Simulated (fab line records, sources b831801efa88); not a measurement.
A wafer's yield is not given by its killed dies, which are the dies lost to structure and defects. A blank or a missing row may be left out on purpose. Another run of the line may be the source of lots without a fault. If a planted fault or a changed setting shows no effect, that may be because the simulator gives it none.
A struck lot beside a sound one | flow sfq-line | 41 steps out of a route of 325
Sound: the wafers L101.1, L101.2, L101.4. Struck: wafers L112.3, L112.4, L112.5. The cause is named last.
Per side, at each step with rows, come the tool, then ch with its chambers, and then its first start. Under that, the readings that differ: sound wafers | struck wafers | difference of the means | sigmas: that difference in standard deviations of wafers without a fault.
alike: a reading whose means differ by less than 2 such deviations, as well as words and numbers matching on both sides. not compared: withheld readings; readings where some wafer has no value; bounds like >300 that might hide an equal value; numbers whose values overlap and for which the record gives no deviation.
A row with sigmas, a row that says differs or no value, or rows on one side alone: a step with any of these is where the two part. Non-overlapping numbers with no deviation appear without sigmas and do not part them. A reading missing from all wafers of one side parts the sides only when that side holds two or more wafers.

SFQ_I1_OVL_MEAS_913:
  sound on overlay-01, day 23 15:07; struck on overlay-02, day 29 00:01
  alike: I1_OVL
SFQ_TRILAYER_I1_VIA_BARC_OPEN_VIA_ETCH_071: etches BARC in O2, target depth 125 nm, time 41.7 s.
  sound on rie-diel-01 ch 1,2,3, day 23 15:10; struck on rie-diel-01 ch 1,2,3, day 29 00:03
  alike: drypump-motor-current-A, oes-product-au
  not compared: rf-hours-counter-h
SFQ_TRILAYER_I1_VIA_ETCH_VIA_ETCH_052: etches SiO2 in CHF3, stops on Nb, target depth 260 nm.
  sound on rie-diel-01 ch 1,2,3, day 23 15:12; struck on rie-diel-01 ch 1,2,3, day 29 00:05
  alike: drypump-motor-current-A, oes-product-au
then, 4 steps without rows for these wafers: SFQ_TRILAYER_I1_VIA_STRIP_STRIP_053 (strips in O2); SFQ_TRILAYER_I1_VIA_STRIP_SOLV_CLEAN_054 (cleans in NMP, time 600 s); SFQ_TRILAYER_M2_DEP_PRE_CLEAN_056 (time 22.5 s); SFQ_TRILAYER_M2_DEP_SPUTTER_055 (material Nb, target thk 200 nm, time 133.3 s).
SFQ_M2_RS_MEAS_914: a four-point-probe measurement.
  sound on film-metro-03, day 23 16:13; struck on film-metro-02, day 29 01:08
  alike: M2_NB_RS
then, 3 steps without rows for these wafers: SFQ_TRILAYER_M2_LITHO_COAT_062 (resist thk 62 nm); SFQ_TRILAYER_M2_LITHO_COAT_057 (resist thk 600 nm); SFQ_TRILAYER_M2_LITHO_SOFTBAKE_061.
-- the record jumps here: 6 days lie between the struck wafers' starts before and after --
SFQ_TRILAYER_M2_LITHO_EXPOSE_058: exposes mask M2, target cd 500 nm.
  sound on krf-scanner-01 ch 0, day 30 06:13; struck on krf-scanner-02 ch 0, day 35 12:44
  reading              | sound                | struck               | difference | sigmas
  exposure-dose-mJ-cm2 | 14.415 14.405 14.396 | 11.270 11.273 11.267 | -3.135     | -99 or more
  alike: mask, stage-vel-mm-s
then, 2 steps without rows for these wafers: SFQ_TRILAYER_M2_LITHO_PEB_060 (peb time 60 s); SFQ_TRILAYER_M2_LITHO_DEVELOP_059 (time 60 s).
SFQ_M2_OVL_MEAS_916:
  sound on overlay-01, day 30 07:43; struck on overlay-01, day 35 13:51
  alike: M2_OVL
SFQ_TRILAYER_M2_BARC_OPEN_METAL_ETCH_077: etches BARC in O2, target depth 125 nm, time 43.11 s.
  sound on rie-metal-04 ch 0,1, day 30 07:45; struck on rie-metal-02 ch 0,1, day 35 13:54
  reading             | sound             | struck          | difference | sigmas
  model.M2.cd-nm (nm) | 499.7 499.5 500.5 | 539.7 539 537.9 | +39.0      |
  alike: drypump-motor-current-A, oes-product-au
  not compared: rf-hours-counter-h
SFQ_TRILAYER_M2_ETCH_METAL_ETCH_060: etches Nb in Cl2/Ar, stops on SiO2, target depth 240 nm, time 120 s.
  sound on rie-metal-04 ch 0,1, day 30 07:49; struck on rie-metal-02 ch 0,1, day 35 13:59
  reading             | sound             | struck          | difference | sigmas
  model.M2.cd-nm (nm) | 498.3 500.5 501.7 | 540 539.6 537.9 | +39        |
  alike: drypump-motor-current-A, oes-product-au
  not compared: rf-hours-counter-h
then, 3 steps without rows for these wafers: SFQ_TRILAYER_M2_STRIP_STRIP_061 (strips in O2); SFQ_TRILAYER_M2_STRIP_SOLV_CLEAN_062 (cleans in NMP, time 600 s); SFQ_TRILAYER_I2_DEP_PECVD_063 (deposits SiO2 from SiH4/N2O, time 111.11 s, target thk 500 nm).
SFQ_TRILAYER_I2_CMP_CMP_064: polishes SiO2.
  sound on cmp-01 ch 0,1,2, day 30 08:47; struck on cmp-02 ch 0,1,3, day 35 15:25
  alike: motor-current-A, platen-rpm, time-to-endpoint-s
SFQ_I2_BOW_MEAS_917:
  sound on film-metro-03, day 30 11:47; struck on film-metro-03, day 35 17:58
  alike: I2_BOW
then, 7 steps without rows for these wafers: SFQ_TRILAYER_I2_METRO_MEASURE_065; SFQ_TRILAYER_I2_VIA_LITHO_COAT_072 (resist thk 62 nm); SFQ_TRILAYER_I2_VIA_LITHO_COAT_067 (resist thk 650 nm); SFQ_TRILAYER_I2_VIA_LITHO_SOFTBAKE_071; SFQ_TRILAYER_I2_VIA_LITHO_EXPOSE_068 (exposes mask I2, target cd 500 nm); SFQ_TRILAYER_I2_VIA_LITHO_PEB_070 (peb time 60 s); SFQ_TRILAYER_I2_VIA_LITHO_DEVELOP_069 (time 60 s).
-- the record jumps here: 7 days lie between the struck wafers' starts before and after --
SFQ_I2_OVL_MEAS_918:
  sound on overlay-02, day 37 02:05; struck on overlay-01, day 42 08:45
  alike: I2_OVL
SFQ_TRILAYER_I2_VIA_BARC_OPEN_VIA_ETCH_096: etches BARC in O2, target depth 125 nm, time 41.7 s.
  sound on rie-diel-02 ch 0,1,2, day 37 02:08; struck on rie-diel-02 ch 0,2, day 42 08:46
  alike: drypump-motor-current-A, oes-product-au
  not compared: rf-hours-counter-h
then, 4 steps without rows for these wafers: SFQ_TRILAYER_I2_VIA_ETCH_VIA_ETCH_070 (etches SiO2 in CHF3, stops on Nb, target depth 260 nm); SFQ_TRILAYER_I2_VIA_STRIP_STRIP_071 (strips in O2); SFQ_TRILAYER_I2_VIA_STRIP_SOLV_CLEAN_072 (cleans in NMP, time 600 s); SFQ_TRILAYER_M3_DEP_PRE_CLEAN_074 (time 22.5 s).
SFQ_TRILAYER_M3_DEP_SPUTTER_073: material Nb, target thk 200 nm, time 133.3 s.
  sound on pvd-sputter-04, day 37 03:05; struck on pvd-sputter-04, day 42 09:44
  alike: throttle-valve-pct
SFQ_M3_RS_MEAS_919: a four-point-probe measurement.
  sound on film-metro-02, day 37 03:11; struck on film-metro-04, day 42 09:52
  alike: M3_NB_RS
then, 3 steps without rows for these wafers: SFQ_TRILAYER_M3_LITHO_COAT_080 (resist thk 62 nm); SFQ_TRILAYER_M3_LITHO_COAT_075 (resist thk 600 nm); SFQ_TRILAYER_M3_LITHO_SOFTBAKE_079.
-- the record jumps here: 41 days lie between the struck wafers' starts before and after --
SFQ_M8_BOW_MEAS_951:
  sound on film-metro-03, day 79 21:45; struck on film-metro-03, day 83 21:35
  reading               | sound             | struck            | difference | sigmas
  M8_BOW (um)           | -4 -10 -15        | 14 27 8           | +26        | +3
  model.etest.m2.ohm-um | 1.797 1.761 1.772 | 1.653 1.664 1.657 | -0.119     |

WHERE THEY PART
Earliest at SFQ_TRILAYER_M2_LITHO_EXPOSE_058; latest, in this record, at SFQ_M8_BOW_MEAS_951.

WHY: whatever the simulator had introduced
Process parameter drift: krf-scanner-02, from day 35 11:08 on, at SFQ_TRILAYER_M2_LITHO_EXPOSE_058. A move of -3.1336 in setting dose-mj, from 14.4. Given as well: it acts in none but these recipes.
